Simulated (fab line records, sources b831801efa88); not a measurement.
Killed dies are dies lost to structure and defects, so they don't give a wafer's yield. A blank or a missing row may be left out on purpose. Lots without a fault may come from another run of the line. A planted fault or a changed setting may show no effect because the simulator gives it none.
fab line records | flow gf180mcu
record lots=5 wafers=15 last_day=32
route steps=602 shown M5@536 V5@540 TOP_METAL@567
lots that met no fault: from a run of the same line without faults
start_h: hours from the record's first day to the start of the lot's first wafer shown | wait_h: hours since the lot's step before | " the same as in the row above | L1.1+2: a row that stands for several wafers | - no value, or no start given | * or withheld: withheld | < > ~ a bound
route shown NAME@n: a module of which the file shows steps, and the number in the route of the first | usual: mean/standard deviation of fault-free wafers | same: alike in all rows | chamber/n: place in a boat | sites: the reading at each site | _std_site: their standard deviation | _edge_site: outer sites' mean less inner sites' | radius_mm: how far each site lies from the wafer's centre | mask NAME#n: copy n | behind: the tool/chamber that last shaped the wafer | hold: why the lot was held/for how many hours/how that ended | device: the transistor (n, p or np) that didn't switch | end of line: the same wafers' tests at the end of the route | a step without rows: its recipe alone | killed: dies lost to structure and defects at the first sort, not the wafer's yield | map: a wafer's dies, x killed, . not, _ none there
set.NAME: the setting as run; set.NAME@STEP: as run at that earlier step | model.NAME: the simulator's own value behind a step, which no gauge read
lots at some steps of the route; a table a step, a row a wafer
services: from which hour (start_h, from the record's first day; less than 0 if before it) a tool's chamber was out of use, for how many hours, and why
## steps
# step GF_M5_METAL_ETCH_10
# recipe chemistry=Cl2/BCl3 mask_material=KrF target_depth_nm=627.5 stop_on=SiO2 pressure_mtorr=8 icp_w=800 bias_w=140 Cl2_flow_sccm=80 bcl3_flow_sccm=40 time_s=104.6
# usual chamber_pressure_mTorr=8.000/0.0075 drypump_motor_current_A=5.6/0.37 oes_product_au=0.969/0.0064 throttle_valve_pct=28.255/0.0099
# columns lot.wafer tool chamber start_h wait_h chamber_pressure_mTorr drypump_motor_current_A oes_product_au rf_hours_counter_h throttle_valve_pct
L075.1 rie_metal-04 0 614.37 0.0 8.008 5.5 0.964 4 28.257
L075.4 " 1 " " 7.991 6.1 0.970 - 28.258
L075.5 " 0 " " 7.991 5.5 0.965 - 28.253
L077.3 rie_metal-01 1 631.61 0.0 7.998 5.0 0.964 - 28.254
L077.4 " 0 " " 8.001 5.6 0.967 - 28.260
L077.5 " 0 " " 7.980 5.6 0.960 - 28.276
L078.1 rie_metal-02 0 645.62 0.0 7.990 5.3 0.969 10 28.265
L078.2 " 0 " " 7.990 5.3 0.973 - 28.248
L078.3 " 0 " " 8.001 5.3 0.974 - 28.233
L087.2 rie_metal-02 0 706.31 0.0 7.997 5.3 0.967 - 28.229
L087.4 " 0 " " 8.005 5.3 0.961 - 28.261
L087.5 " 0 " " 7.991 5.3 0.969 - 28.257
L088.1 rie_metal-01 1 711.96 0.0 7.997 5.0 0.979 2 28.259
L088.3 " 1 " " 8.008 5.0 0.980 - 28.252
L088.5 " 1 " " 8.002 5.0 0.976 - 28.245
# step GF_M5_STRIP_11
# recipe chemistry=O2/N2 power_w=1400 pressure_mtorr=1500 platen_temp_c=250 o2_flow_sccm=3000 n2_flow_sccm=300 overash_fraction=0.5
# usual chamber_pressure_mTorr=1500.3/1.2 drypump_motor_current_A=5.7/0.37 heater_power_w=369/38 n2_flow_sccm=299.9/0.97 oes_product_au=0.543/0.0056 strip_time_to_endpoint_s=7.52/0.047
# columns lot.wafer tool chamber start_h wait_h chamber_pressure_mTorr drypump_motor_current_A heater_power_w n2_flow_sccm oes_product_au rf_hours_counter_h strip_time_to_endpoint_s
L075.1 plasma_asher-02 0 614.52 0.1 1501.0 6.8 337 301.3 0.547 51 7.52
L075.4 " 0 " " 1502.8 6.8 337 301.8 0.529 - 7.45
L075.5 " 1 " " 1499.6 5.6 326 298.7 0.534 - 7.52
L077.3 plasma_asher-01 1 631.72 0.1 1499.5 5.7 373 297.0 0.539 - 7.50
L077.4 " 0 " " 1501.7 5.3 310 301.4 0.542 - 7.52
L077.5 " 0 " " 1501.4 5.3 312 300.2 0.545 - 7.60
L078.1 plasma_asher-02 1 645.92 0.2 1500.6 5.6 337 300.7 0.545 55 7.45
L078.2 " 0 " " 1499.2 6.8 329 299.2 0.550 55 7.51
L078.3 " 1 " " 1499.4 5.7 343 300.7 0.537 - 7.51
L087.2 plasma_asher-02 0 706.50 0.1 1502.5 6.8 344 301.2 0.544 61 7.48
L087.4 " 0 " " 1499.1 6.8 334 300.6 0.544 - 7.50
L087.5 " 0 " " 1498.1 6.8 340 301.1 0.544 - 7.49
L088.1 plasma_asher-01 1 712.18 0.2 1500.2 5.8 390 300.5 0.551 105 7.58
L088.3 " 1 " " 1501.4 5.7 385 299.2 0.547 - 7.57
L088.5 " 1 " " 1501.4 5.7 374 299.8 0.537 - 7.59
# step GF_M5_STRIP_12
# recipe chemistry=post_etch_residue_remover time_s=1200 temp_c=72.5
# columns lot.wafer tool chamber start_h wait_h
L075.1+4+5 wet_bench-04 1 614.62 0.1
L077.3+4+5 wet_bench-03 2 631.79 0.0
L078.1+2+3 wet_bench-01 3 646.02 0.1
L087.2+4+5 wet_bench-04 1 706.60 0.1
L088.1+3+5 wet_bench-03 1 712.28 0.1
# step GF_M5_CLEAN_13
# recipe chemistry=DIW dry=n2_spin
# columns lot.wafer tool chamber start_h wait_h
L075.1+4+5 wet_bench-03 2 614.97 0.0
L077.3+4+5 wet_bench-04 0 632.16 0.0
L078.1+2+3 wet_bench-03 0 646.37 0.0
L087.2+4+5 wet_bench-01 0 706.94 0.0
L088.1+3+5 wet_bench-04 1 712.62 0.0
# step GF_V5_CVD_00
# recipe material=SiO2 target_thk_nm=300 sigma_open_frac=0.3 temp_c=400 time_s=50 sih4_flow_sccm=60 pressure_mtorr=6
# columns lot.wafer tool chamber start_h wait_h
L075.1+4+5 hdpcvd-02 2,0,1 615.06 0.0
L077.3+4+5 hdpcvd-01 2,0,1 632.25 0.0
L078.1+2+3 hdpcvd-02 1,0,2 646.47 0.0
L087.2+4+5 hdpcvd-01 0,2,0 707.03 0.0
L088.1+3+5 hdpcvd-01 1,0,0 712.71 0.0
# step GF_V5_THK_MEAS_01
# recipe reads=SiO2_of_V5_CVD_00
# usual V5_CVD_00_THK=299/4.4
# columns lot.wafer tool chamber start_h wait_h V5_CVD_00_THK[nm]
L075.1 film_metro-02 - 615.10 0.0 294
L075.4 " - " " 306
L075.5 " - " " 299
L077.3 film_metro-02 - 632.32 0.0 296
L077.4 " - " " 306
L077.5 " - " " 298
L078.1 film_metro-02 - 646.51 0.0 298
L078.2 " - " " 306
L078.3 " - " " 290
L087.2 film_metro-03 - 707.09 0.0 299
L087.4 " - " " 293
L087.5 " - " " 301
L088.1 film_metro-03 - 712.76 0.0 302
L088.3 " - " " 306
L088.5 " - " " 301
# step GF_V5_CVD_02
# recipe material=SiO2 target_thk_nm=1450 precursor=TEOS temp_c=400 time_s=163.28 rf_w=600
# usual heater_power_w=652/79
# columns lot.wafer tool chamber start_h wait_h heater_power_w
L075.1 pecvd-02 2 615.16 0.1 661
L075.4 " 1 " " 582
L075.5 " 2 " " 723
L077.3 pecvd-02 0 632.36 0.0 699
L077.4 " 1 " " 690
L077.5 " 0 " " 581
L078.1 pecvd-01 2 646.57 0.1 798
L078.2 " 0 " " 551
L078.3 " 1 " " 572
L087.2 pecvd-03 0 707.14 0.0 681
L087.4 " 1 " " 536
L087.5 " 2 " " 632
L088.1 pecvd-01 1 712.82 0.1 638
L088.3 " 0 " " 602
L088.5 " 2 " " 677
# step GF_V5_THK_MEAS_03
# recipe reads=SiO2_of_V5_CVD_02
# usual V5_CVD_02_THK=1448/20
# columns lot.wafer tool chamber start_h wait_h V5_CVD_02_THK[nm]
L075.1 film_metro-04 - 615.27 0.1 1461
L075.4 " - " " 1471
L075.5 " - " " 1483
L077.3 film_metro-04 - 632.48 0.1 1446
L077.4 " - " " 1449
L077.5 " - " " 1461
L078.1 film_metro-03 - 646.68 0.1 1430
L078.2 " - " " 1420
L078.3 " - " " 1406
L087.2 film_metro-04 - 707.25 0.1 1450
L087.4 " - " " 1501
L087.5 " - " " 1462
L088.1 film_metro-04 - 712.93 0.1 1407
L088.3 " - " " 1407
L088.5 " - " " 1436
# step GF_V5_CMP_04
# recipe material=SiO2 down_force_psi=4 platen_rpm=60 pad_velocity_m_s=0.94248
# usual edge_zone_pressure_frac=1.001/0.0048 motor_current_A=11.9/0.86
# columns lot.wafer tool chamber start_h wait_h edge_zone_pressure_frac motor_current_A
L075.1 cmp-01 3 615.33 0.1 1.004 10.8
L075.4 " 2 " " 1.005 11.8
L075.5 " 0 " " 1.005 10.9
L077.3 cmp-01 2 632.62 0.1 0.998 12.1
L077.4 " 3 " " 1.000 11.1
L077.5 " 1 " " 1.004 11.9
L078.2 cmp-01 2 646.74 0.0 1.007 12.7
L078.3 " 3 " " 1.004 11.2
L078.1 " 0 " " 0.992 10.6
L087.4 cmp-01 0 707.40 0.1 0.999 11.2
L087.2 " 1 " " 1.000 11.9
L087.5 " 2 " " 1.001 12.6
L088.1 cmp-02 0 713.04 0.1 1.001 11.7
L088.3 " 2 " " 0.996 11.6
L088.5 " 3 " " 0.989 13.3
# step GF_V5_BOW_MEAS_05
# recipe mode=bow
# usual V5_BOW=132/8
# columns lot.wafer tool chamber start_h wait_h V5_BOW[um]
L075.1 film_metro-03 - 615.63 0.2 123
L075.4 " - " " 128
L075.5 " - " " 124
L077.3 film_metro-04 - 632.86 0.2 125
L077.4 " - " " 120
L077.5 " - " " 139
L078.1 film_metro-03 - 647.04 0.1 151
L078.2 " - " " 141
L078.3 " - " " 120
L087.2 film_metro-03 - 707.62 0.1 118
L087.4 " - " " 128
L087.5 " - " " 124
L088.1 film_metro-02 - 713.29 0.2 126
L088.3 " - " " 130
L088.5 " - " " 131
# step GF_V5_DEHYDRATE_06
# recipe temp_c=200 time_s=60
# usual chill_plate_temp_C=23.00/0.09 plate_temp_C=200.00/0.16
# columns lot.wafer tool chamber start_h wait_h chill_plate_temp_C plate_temp_C
L075.1 litho_track-02 0 625.68 10.0 23.11 199.87
L075.4 " 0 " " 23.03 199.66
L075.5 " 0 " " 22.98 199.68
L077.3 litho_track-01 0 642.35 9.5 23.05 200.15
L077.4 " 0 " " 23.02 200.05
L077.5 " 0 " " 23.14 200.06
L078.1 litho_track-03 0 656.24 9.2 23.06 200.12
L078.2 " 0 " " 22.91 200.21
L078.3 " 0 " " 23.01 199.98
L087.2 litho_track-02 0 716.55 8.9 23.09 199.86
L087.4 " 0 " " 23.07 199.84
L087.5 " 0 " " 23.04 199.72
L088.1 litho_track-03 0 721.74 8.4 23.00 200.02
L088.3 " 0 " " 23.02 199.92
L088.5 " 0 " " 23.03 200.05
# step GF_V5_HMDS_07
# recipe prime_time_s=60 prime_temp_c=120
# usual chill_plate_temp_C=22.99/0.11
# columns lot.wafer tool chamber start_h wait_h chill_plate_temp_C
L075.1 litho_track-02 0 625.83 0.1 22.95
L075.4 " 0 " " 23.08
L075.5 " 0 " " 22.96
L077.3 litho_track-01 0 642.50 0.1 23.20
L077.4 " 0 " " 22.92
L077.5 " 0 " " 23.00
L078.1 litho_track-03 0 656.39 0.1 22.94
L078.2 " 0 " " 23.00
L078.3 " 0 " " 22.94
L087.2 litho_track-02 0 716.70 0.1 22.90
L087.4 " 0 " " 22.79
L087.5 " 0 " " 22.88
L088.1 litho_track-03 0 721.89 0.1 22.86
L088.3 " 0 " " 23.05
L088.5 " 0 " " 22.80
# step GF_V5_COAT_08
# recipe resist=BARC temp_c=withheld time_s=withheld spin_rpm=withheld resist_thk_nm=withheld
# usual chill_plate_temp_C=*
# columns lot.wafer tool chamber start_h wait_h chill_plate_temp_C
L075.1 litho_track-02 0 625.98 0.1 *
L075.4 " 0 " " *
L075.5 " 0 " " *
L077.3 litho_track-01 0 642.65 0.1 *
L077.4 " 0 " " *
L077.5 " 0 " " *
L078.1 litho_track-03 0 656.54 0.1 *
L078.2 " 0 " " *
L078.3 " 0 " " *
L087.2 litho_track-02 0 716.85 0.1 *
L087.4 " 0 " " *
L087.5 " 0 " " *
L088.1 litho_track-03 0 722.04 0.1 *
L088.3 " 0 " " *
L088.5 " 0 " " *
# step GF_V5_COAT_09
# recipe resist=KrF spin_rpm=withheld resist_thk_nm=1000
# usual chill_plate_temp_C=23.00/0.1
# columns lot.wafer tool chamber start_h wait_h chill_plate_temp_C
L075.1 litho_track-02 0 - - 22.98
L075.4 " 0 " " 23.06
L075.5 " 0 " " 23.09
L077.3 litho_track-01 0 - - 22.89
L077.4 " 0 " " 22.97
L077.5 " 0 " " 22.86
L078.1 litho_track-03 0 - - 23.01
L078.2 " 0 " " 23.03
L078.3 " 0 " " 23.22
L087.2 litho_track-02 0 - - 22.99
L087.4 " 0 " " 22.98
L087.5 " 0 " " 22.98
L088.1 litho_track-03 0 - - 23.06
L088.3 " 0 " " 22.95
L088.5 " 0 " " 23.18
# step GF_V5_SOFTBAKE_10
# recipe temp_c=130 time_s=60 resist=KrF
# usual chill_plate_temp_C=23.02/0.099 plate_temp_C=129.98/0.14
# columns lot.wafer tool chamber start_h wait_h chill_plate_temp_C plate_temp_C
L075.1 litho_track-02 0 - - 22.91 129.89
L075.4 " 0 " " 23.11 130.01
L075.5 " 0 " " 23.02 129.93
L077.3 litho_track-01 0 - - 22.97 129.73
L077.4 " 0 " " 23.04 129.82
L077.5 " 0 " " 23.06 129.54
L078.1 litho_track-03 0 - - 23.01 130.01
L078.2 " 0 " " 23.00 129.94
L078.3 " 0 " " 23.09 130.26
L087.2 litho_track-02 0 - - 22.95 129.98
L087.4 " 0 " " 23.02 129.87
L087.5 " 0 " " 22.86 129.78
L088.1 litho_track-03 0 - - 22.92 129.98
L088.3 " 0 " " 23.00 129.97
L088.5 " 0 " " 22.96 130.03
# step GF_V5_EXPOSE_11
# recipe mask_id=Via5 target_cd_nm=260 na=0.68 source_shape=conventional sigma_outer=0.6 dose_mj=38
# usual exposure_dose_mJ_cm2=38.00/0.04 focus_offset_nm=0.1/0.48
# columns lot.wafer tool chamber start_h wait_h mask exposure_dose_mJ_cm2 focus_offset_nm
L075.1 krf_scanner-01 0 - - Via5#0 38.09 0.5
L075.4 " 0 " " Via5#0 38.00 -0.3
L075.5 " 0 " " Via5#0 38.00 -0.1
L077.3 krf_scanner-02 0 - - Via5#0 38.03 1.2
L077.4 " 0 " " Via5#0 38.05 -0.5
L077.5 " 0 " " Via5#0 38.05 1.0
L078.1 krf_scanner-02 0 - - Via5#0 38.02 -0.5
L078.2 " 0 " " Via5#0 38.07 -0.5
L078.3 " 0 " " Via5#0 38.11 0.1
L087.2 krf_scanner-02 0 - - Via5#0 38.01 -0.1
L087.4 " 0 " " Via5#0 38.06 0.0
L087.5 " 0 " " Via5#0 38.05 0.2
L088.1 krf_scanner-02 0 - - Via5#0 37.95 1.3
L088.3 " 0 " " Via5#0 37.96 0.0
L088.5 " 0 " " Via5#0 37.97 0.6
# step GF_V5_PEB_12
# recipe peb_temp_c=135 peb_time_s=90 resist=KrF
# usual chill_plate_temp_C=23.00/0.11 plate_temp_C=134.96/0.13
# columns lot.wafer tool chamber start_h wait_h chill_plate_temp_C plate_temp_C
L075.1 litho_track-01 0 - - 23.10 134.81
L075.4 " 0 " " 23.11 134.69
L075.5 " 0 " " 22.94 134.72
L077.3 litho_track-01 0 - - 23.06 135.22
L077.4 " 0 " " 22.85 135.11
L077.5 " 0 " " 23.21 134.98
L078.1 litho_track-01 0 - - 22.99 134.90
L078.2 " 0 " " 22.87 135.03
L078.3 " 0 " " 22.88 134.86
L087.2 litho_track-02 0 - - 23.08 134.82
L087.4 " 0 " " 23.17 134.97
L087.5 " 0 " " 23.27 134.98
L088.1 litho_track-02 0 - - 23.12 135.22
L088.3 " 0 " " 23.07 134.94
L088.5 " 0 " " 22.96 135.11
# step GF_V5_DEVELOP_13
# recipe develop_time_s=60 resist=KrF dev_temp_c=21
# usual chill_plate_temp_C=22.98/0.11
# columns lot.wafer tool chamber start_h wait_h chill_plate_temp_C
L075.1 litho_track-01 0 635.60 0.2 23.07
L075.4 " 0 " " 23.11
L075.5 " 0 " " 22.94
L077.3 litho_track-01 0 652.50 0.1 23.07
L077.4 " 0 " " 22.99
L077.5 " 0 " " 22.97
L078.1 litho_track-01 0 665.95 0.2 22.99
L078.2 " 0 " " 23.05
L078.3 " 0 " " 22.97
L087.2 litho_track-02 0 725.75 0.2 23.06
L087.4 " 0 " " 22.96
L087.5 " 0 " " 22.97
L088.1 litho_track-02 0 730.73 0.2 22.86
L088.3 " 0 " " 22.88
L088.5 " 0 " " 22.87
# step GF_V5_CD_MEAS_14
# recipe target_cd_nm=260
# usual cd_nm=260.1/1.4
# columns lot.wafer tool chamber start_h wait_h cd_nm
L075.1 cd_sem-01 - 635.77 0.1 259.6
L075.4 " - " " 260.2
L075.5 " - " " 259.4
L077.3 cd_sem-02 - 652.64 0.1 258.6
L077.4 " - " " 259.5
L077.5 " - " " 258.3
L078.1 cd_sem-01 - 666.10 0.1 259.6
L078.2 " - " " 259.2
L078.3 " - " " 259.5
L087.2 cd_sem-01 - 725.90 0.1 261.4
L087.4 " - " " 259.2
L087.5 " - " " 260.7
L088.1 cd_sem-01 - 730.88 0.1 259.3
L088.3 " - " " 261.0
L088.5 " - " " 259.2
# step GF_V5_OVL_MEAS_15
# usual V5_OVL=4/5
# columns lot.wafer tool chamber start_h wait_h V5_OVL[nm]
L075.1 overlay-02 - 635.89 0.1 2
L075.4 " - " " 2
L075.5 " - " " -1
L077.3 overlay-02 - 652.73 0.1 5
L077.4 " - " " 7
L077.5 " - " " 8
L078.1 overlay-01 - 666.22 0.1 3
L078.2 " - " " 6
L078.3 " - " " -1
L087.2 overlay-01 - 726.00 0.1 -8
L087.4 " - " " 1
L087.5 " - " " -5
L088.1 overlay-01 - 731.00 0.1 -4
L088.3 " - " " 1
L088.5 " - " " 6
# step GF_V5_ETCH_16
# recipe chemistry=N2/H2 target_depth_a=withheld overetch_a=withheld time_s=withheld target=BARC ion_energy_ev=200 source_w=500 bias_w=100 pressure_mtorr=30 n2_flow_sccm=100 h2_flow_sccm=200
# usual chamber_pressure_mTorr=29.999/0.026 drypump_motor_current_A=5.7/0.53 h2_flow_sccm=200.0/0.63 n2_flow_sccm=100.0/0.3 oes_product_au=0.854/0.0049 throttle_valve_pct=13.223/0.0096
# columns lot.wafer tool chamber start_h wait_h chamber_pressure_mTorr drypump_motor_current_A h2_flow_sccm n2_flow_sccm oes_product_au throttle_valve_pct
L075.1 rie_diel-04 0 635.92 0.0 30.008 6.1 198.8 99.8 0.855 13.229
L075.4 " 0 " " 29.984 6.1 200.0 100.3 0.867 13.216
L075.5 " 2 " " 30.001 5.0 200.1 99.5 0.852 13.230
L077.3 rie_diel-01 0 652.75 0.0 30.018 6.3 198.9 100.5 0.859 13.238
L077.4 " 1 " " 29.999 5.1 201.4 99.8 0.861 13.221
L077.5 " 2 " " 29.986 6.6 200.1 100.2 0.854 13.215
L078.1 rie_diel-04 2 666.25 0.0 29.996 5.0 199.8 100.4 0.856 13.209
L078.2 " 3 " " 30.026 5.2 201.0 100.0 0.846 13.235
L078.3 " 0 " " 29.998 6.1 199.8 101.0 0.847 13.223
L087.2 rie_diel-03 0 726.03 0.0 29.956 5.5 199.7 100.0 0.852 13.230
L087.4 " 3 " " 29.991 5.8 200.1 100.2 0.867 13.201
L087.5 " 2 " " 29.954 5.8 199.2 99.9 0.853 13.219
L088.1 rie_diel-01 1 731.03 0.0 30.037 5.1 199.6 99.6 0.863 13.224
L088.3 " 2 " " 30.011 6.6 200.7 100.0 0.855 13.217
L088.5 " 3 " " 29.958 6.3 199.9 99.7 0.863 13.237
# step GF_V5_ETCH_17
# recipe chemistry=C4F8/O2/Ar mask_material=KrF target=SiO2 stop_on=TiN source_w=1500 bias_w=1200 pressure_mtorr=40 c4f8_flow_sccm=withheld O2_flow_sccm=6 Ar_flow_sccm=300 time_s=withheld target_depth_a=8550
# usual chamber_pressure_mTorr=40.00/0.038 oes_product_au=0.859/0.0049
# columns lot.wafer tool chamber start_h wait_h chamber_pressure_mTorr oes_product_au
L075.1 rie_diel-04 0 - - 40.01 0.853
L075.4 " 0 " " 40.00 0.861
L075.5 " 2 " " 39.95 0.855
L077.3 rie_diel-01 0 - - 40.00 0.857
L077.4 " 1 " " 40.01 0.860
L077.5 " 2 " " 39.97 0.859
L078.1 rie_diel-04 2 - - 40.01 0.861
L078.2 " 3 " " 40.04 0.857
L078.3 " 0 " " 39.96 0.859
L087.2 rie_diel-03 0 - - 39.97 0.859
L087.4 " 3 " " 40.06 0.857
L087.5 " 2 " " 39.97 0.861
L088.1 rie_diel-01 1 - - 40.08 0.854
L088.3 " 2 " " 40.03 0.863
L088.5 " 3 " " 40.01 0.856
# step GF_V5_STRIP_18
# recipe chemistry=O2/N2 power_w=1400 pressure_mtorr=1500 platen_temp_c=250 o2_flow_sccm=3000 n2_flow_sccm=300 overash_fraction=0.5
# usual chamber_pressure_mTorr=1500.0/1.4 drypump_motor_current_A=5.64/0.29 heater_power_w=379/32 n2_flow_sccm=299.9/0.89 oes_product_au=0.568/0.0051
# columns lot.wafer tool chamber start_h wait_h chamber_pressure_mTorr drypump_motor_current_A heater_power_w n2_flow_sccm oes_product_au rf_hours_counter_h
L075.1 plasma_asher-03 1 636.07 - 1500.2 5.36 353 299.7 0.563 21
L075.4 " 1 " " 1500.1 5.36 359 299.1 0.562 -
L075.5 " 0 " " 1500.9 6.20 394 299.0 0.567 -
L077.3 plasma_asher-01 0 652.94 - 1499.3 5.29 310 298.8 0.572 -
L077.4 " 1 " " 1498.2 5.76 381 298.2 0.567 -
L077.5 " 1 " " 1501.4 5.75 369 300.3 0.559 -
L078.1 plasma_asher-04 1 666.41 - 1498.0 5.55 407 301.1 0.564 88
L078.2 " 0 " " 1502.0 5.64 391 300.8 0.567 88
L078.3 " 1 " " 1496.9 5.56 417 299.5 0.575 -
L087.2 plasma_asher-01 0 726.19 - 1502.3 5.31 314 300.2 0.573 106
L087.4 " 1 " " 1499.9 5.74 382 300.2 0.563 -
L087.5 " 1 " " 1500.6 5.75 369 300.7 0.576 -
L088.1 plasma_asher-03 0 731.19 - 1499.7 6.18 385 301.4 0.569 31
L088.3 " 1 " " 1499.2 5.36 359 298.5 0.562 -
L088.5 " 1 " " 1499.6 5.36 349 298.8 0.579 -
# step GF_V5_STRIP_19
# recipe chemistry=post_etch_residue_remover time_s=1200 temp_c=72.5
# columns lot.wafer tool chamber start_h wait_h
L075.1+4+5 wet_bench-04 3 636.17 0.1
L077.3+4+5 wet_bench-03 2 653.01 0.0
L078.1+2+3 wet_bench-04 1 666.51 0.1
L087.2+4+5 wet_bench-02 3 726.29 0.1
L088.1+3+5 wet_bench-04 3 731.29 0.1
# step GF_V5_CLEAN_20
# recipe chemistry=DIW dry=n2_spin
# columns lot.wafer tool chamber start_h wait_h
L075.1+4+5 wet_bench-04 3 636.52 0.0
L077.3+4+5 wet_bench-04 0 653.35 0.0
L078.1+2+3 wet_bench-02 2 666.85 0.0
L087.2+4+5 wet_bench-03 0 726.67 0.0
L088.1+3+5 wet_bench-02 0 731.63 0.0
# step GF_V5_SPUTTER_21
# recipe material=Ti target_thk_nm=15 chamber_pressure_pa=5 power_w=2500 substrate_temp_c=200 time_s=80.02
# usual throttle_valve_pct=29.9/0.83
# columns lot.wafer tool chamber start_h wait_h throttle_valve_pct
L075.1 pvd_sputter-04 - 636.61 0.0 29.7
L075.4 " - " " 29.7
L075.5 " - " " 28.7
L077.3 pvd_sputter-02 - 653.45 0.0 30.7
L077.4 " - " " 30.6
L077.5 " - " " 30.7
L078.1 pvd_sputter-04 - 666.94 0.0 29.2
L078.2 " - " " 31.2
L078.3 " - " " 29.9
L087.2 pvd_sputter-04 - 726.85 0.0 30.9
L087.4 " - " " 29.6
L087.5 " - " " 31.2
L088.1 pvd_sputter-04 - 731.72 0.0 28.9
L088.3 " - " " 29.7
L088.5 " - " " 29.7
# step GF_V5_SPUTTER_22
# recipe material=TiN target_thk_nm=10 chamber_pressure_pa=5 power_w=4000 time_s=40
# usual throttle_valve_pct=30.0/0.85
# columns lot.wafer tool chamber start_h wait_h throttle_valve_pct
L075.1 pvd_sputter-04 - 636.67 0.0 29.8
L075.4 " - " " 29.6
L075.5 " - " " 28.5
L077.3 pvd_sputter-02 - 653.51 0.0 30.7
L077.4 " - " " 30.8
L077.5 " - " " 30.6
L078.1 pvd_sputter-04 - 667.00 0.0 29.3
L078.2 " - " " 30.6
L078.3 " - " " 30.0
L087.2 pvd_sputter-04 - 726.91 0.0 30.8
L087.4 " - " " 29.3
L087.5 " - " " 31.1
L088.1 pvd_sputter-04 - 731.78 0.0 28.7
L088.3 " - " " 29.4
L088.5 " - " " 30.0
# step GF_V5_CVD_23
# recipe material=W target_thk_nm=350 time_s=104.9 temp_c=400 pressure_torr=40
# usual heater_power_w=971/120
# columns lot.wafer tool chamber start_h wait_h heater_power_w
L075.1 cvd_w-02 0 636.71 0.0 992
L075.4 " 1 " " 726
L075.5 " 1 " " 719
L077.3 cvd_w-02 1 653.59 0.1 736
L077.4 " 0 " " 1013
L077.5 " 0 " " 982
L078.1 cvd_w-01 0 667.04 0.0 1007
L078.2 " 1 " " 1043
L078.3 " 1 " " 1050
L087.2 cvd_w-01 1 726.95 0.0 1068
L087.4 " 1 " " 1040
L087.5 " 1 " " 1057
L088.1 cvd_w-01 0 731.82 0.0 1057
L088.3 " 0 " " 1043
L088.5 " 1 " " 1043
# step GF_V5_RS_MEAS_24
# recipe thk_meas_gauge=four-point-probe reads=W_of_V5_CVD_23+TiN_of_V5_SPUTTER_22+Ti_of_V5_SPUTTER_21
# usual V5_W_RS=0.328/0.0039
# columns lot.wafer tool chamber start_h wait_h V5_W_RS[ohm/sq]
L075.1 film_metro-04 - 636.82 0.1 0.326
L075.4 " - " " 0.324
L075.5 " - " " 0.321
L077.3 film_metro-04 - 653.77 0.1 0.324
L077.4 " - " " 0.325
L077.5 " - " " 0.330
L078.1 film_metro-04 - 667.15 0.1 0.327
L078.2 " - " " 0.326
L078.3 " - " " 0.330
L087.2 film_metro-04 - 727.08 0.1 0.328
L087.4 " - " " 0.326
L087.5 " - " " 0.323
L088.1 film_metro-02 - 731.93 0.1 0.322
L088.3 " - " " 0.322
L088.5 " - " " 0.321
# step GF_V5_THK_MEAS_25
# recipe thk_meas_gauge=xrf reads=W_of_V5_CVD_23
# usual V5_W_THK=352/4.8
# columns lot.wafer tool chamber start_h wait_h V5_W_THK[nm]
L075.1 film_metro-04 - 636.94 0.1 356
L075.4 " - " " 359
L075.5 " - " " 364
L077.3 film_metro-04 - 653.87 0.1 360
L077.4 " - " " 357
L077.5 " - " " 353
L078.1 film_metro-04 - 667.27 0.1 358
L078.2 " - " " 356
L078.3 " - " " 355
L087.2 film_metro-04 - 727.19 0.1 352
L087.4 " - " " 354
L087.5 " - " " 360
L088.1 film_metro-02 - 732.05 0.1 358
L088.3 " - " " 357
L088.5 " - " " 358
# step GF_V5_CMP_26
# recipe stop_on=SiO2 down_force_psi=3.5 platen_rpm=60 t_overpolish_s=15 target_thk_nm=0 pad_velocity_m_s=0.94248
# usual edge_zone_pressure_frac=1.000/0.0048 motor_current_A=10.7/0.79 overpolish_run_s=15.000/0.01 time_to_endpoint_s=86/5.1
# columns lot.wafer tool chamber start_h wait_h edge_zone_pressure_frac motor_current_A overpolish_run_s time_to_endpoint_s
L075.4 cmp-01 3 637.10 0.1 0.997 9.6 14.987 80
L075.1 " 1 " " 1.009 10.6 14.986 93
L075.5 " 3 " " 0.992 9.6 15.006 80
L077.4 cmp-02 3 653.96 0.1 1.011 10.8 14.989 89
L077.3 " 0 " " 0.997 11.5 14.995 92
L077.5 " 3 " " 1.002 11.8 14.989 86
L078.3 cmp-02 1 667.33 0.0 0.998 11.5 15.009 86
L078.1 " 2 " " 0.994 10.2 15.013 92
L078.2 " 0 " " 0.996 11.4 14.984 95
L087.4 cmp-02 3 727.29 0.1 0.998 11.3 14.993 83
L087.2 " 1 " " 0.997 11.4 15.003 87
L087.5 " 2 " " 0.989 10.3 15.015 93
L088.3 cmp-02 1 732.11 0.0 0.998 11.5 14.982 88
L088.1 " 2 " " 1.001 9.7 14.996 92
L088.5 " 2 " " 1.013 9.6 14.989 93
# step GF_TOP_METAL_SPUTTER_00
# recipe material=Ti target_thk_nm=37.5 arriving_ion_energy_ev=80 substrate_temp_c=200 chamber_pressure_pa=2 power_w=4000 time_s=150
# usual throttle_valve_pct=30.1/0.97
# columns lot.wafer tool chamber start_h wait_h throttle_valve_pct
L075.1 pvd_sputter-03 - 637.40 0.1 30.4
L075.4 " - " " 29.9
L075.5 " - " " 28.3
L077.3 pvd_sputter-01 - 654.21 0.1 29.5
L077.4 " - " " 31.1
L077.5 " - " " 29.2
L078.1 pvd_sputter-01 - 667.63 0.2 30.0
L078.2 " - " " 31.3
L078.3 " - " " 29.2
L087.2 pvd_sputter-03 - 727.54 0.1 29.8
L087.4 " - " " 29.3
L087.5 " - " " 30.2
L088.1 pvd_sputter-01 - 732.41 0.2 31.9
L088.3 " - " " 31.1
L088.5 " - " " 29.2
## services
# columns tool chamber start_h hours kind
rie_diel-01 0 597.05 5.0 repair
krf_scanner-02 - 602.70 4.0 pm
cmp-01 - 626.56 3.6 repair
cmp-01 - 628.53 0.7 repair
rie_diel-01 0 630.83 4.8 repair
plasma_asher-01 - 637.01 7.1 repair
rie_diel-04 0 640.25 2.0 repair
cmp-01 - 643.30 1.0 repair
rie_diel-04 1 646.38 27.7 repair
plasma_asher-01 - 648.33 2.8 pm
rie_diel-04 - 650.64 2.8 pm
rie_diel-04 0 656.12 3.9 repair
rie_diel-01 2 661.29 4.9 repair
hdpcvd-01 1 667.40 4.1 repair
cmp-01 - 672.51 1.8 repair
cmp-01 - 678.16 5.5 pm
cmp-01 - 689.41 6.3 pm
rie_diel-04 - 692.11 4.0 pm
krf_scanner-02 - 694.56 14.3 repair
pvd_sputter-01 - 704.49 3.5 repair
rie_diel-04 2 713.94 26.6 repair
pvd_sputter-01 - 720.69 3.6 repair
cvd_w-01 1 721.47 2.7 repair
krf_scanner-02 - 730.69 1.3 pm
## key
fault none
